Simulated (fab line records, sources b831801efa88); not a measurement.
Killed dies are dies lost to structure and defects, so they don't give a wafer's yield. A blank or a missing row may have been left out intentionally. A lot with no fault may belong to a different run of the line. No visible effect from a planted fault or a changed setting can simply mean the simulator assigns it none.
8D (eight disciplines) problem report, filled in by code || flow sfqLine || the parts of the form that need people (team, actions taken, sign-off) are left out

1. THE ISSUE
Wafers without a fault read 79.16 W, standard deviation 0.066; heaterPowerTotalW at SFQ_TRILAYER_I0_VIA_LITHO_PEB_034 reads a mean of 75.28 W on 6 wafers belonging to 2 lots. Relative to the usual mean, that is a shift of -59 standard deviations.
The step: peb time 60 s.
First observed at day 16 20:35: wafer L635.1, on lithoTrack-04. The record holds 42 wafers of 14 lots with a number at this step. Rule for "out", or "out of limits": more than 4 standard deviations from the usual mean. The other wafers with a number count as sound.

2. WHAT IT IS, WHAT IT ISN'T
{"question": "which readings at this step", "is": "heaterPowerTotalW, plateTempC", "is not": "-"}
{"question": "which lots", "is": "L635, L637", "is not": "L623, L624, L625, L626, L627, L628, L630, L638, L642, L643, L644, L646"}
{"question": "which wafers of those lots", "is": "all that have a number", "is not": "-"}
{"question": "read on which tools", "is": "lithoTrack-04", "is not": "lithoTrack-01, lithoTrack-02"}
{"question": "when", "is": "from day 16 20:35", "is not": "up to then (21 sound wafers); but 15 sound wafers of L638, L642, L643, L644, L646 came after"}

3. THE SUSPECTS, EACH WITH WHAT RULES IT OUT
Counting: any tool at a process step up to the reading is kept as a suspect provided that every lot that is out went through it and no sound lot did after the first of them.
- lithoTrack-04 at SFQ_TRILAYER_I0_VIA_LITHO_PEB_034 (peb time 60 s): kept. It ran every lot that is out, first L635 (day 16 20:35), and no sound lot after that; its last sound lot up to then is L628 (day 14 22:25). Its own heaterPowerTotalW, plateTempC readings are out on those wafers.
After counting, what remains is lithoTrack-04 at SFQ_TRILAYER_I0_VIA_LITHO_PEB_034.

4. THE CAUSE (what the simulator had put in)
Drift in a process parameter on lithoTrack-04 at SFQ_TRILAYER_I0_VIA_LITHO_PEB_034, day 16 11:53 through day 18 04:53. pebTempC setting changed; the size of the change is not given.
Counting left only this tool.

5. SEQUENCE OF EFFECTS, ordered by route
Each row: a reading where the mean over the struck wafers with a number is more than 3 standard deviations away from the usual. Only readings for which the record gives a usual standard deviation are gone through. hours: the time from each lot's start at the first step in this table that gives one to its start at this step, as a median over the lots. sigmas: the change in usual standard deviations.
{"hours": 0, "step": "SFQ_TRILAYER_I0_VIA_LITHO_PEB_034", "reading": "heaterPowerTotalW", "usual": "79.16 W", "on struck wafers": 75.28, "change": -3.88, "sigmas": -59}
{"hours": 0, "step": "SFQ_TRILAYER_I0_VIA_LITHO_PEB_034", "reading": "plateTempC", "usual": "114.98 C", "on struck wafers": 110.84, "change": -4.14, "sigmas": -30}
The process steps in it:
- SFQ_TRILAYER_I0_VIA_LITHO_PEB_034: peb time 60 s.

6. HOW IT WOULD HAVE BEEN CAUGHT EARLIER
The fault began at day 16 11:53; the first out-of-limits reading in this record came at day 16 20:35, 9 hours later.
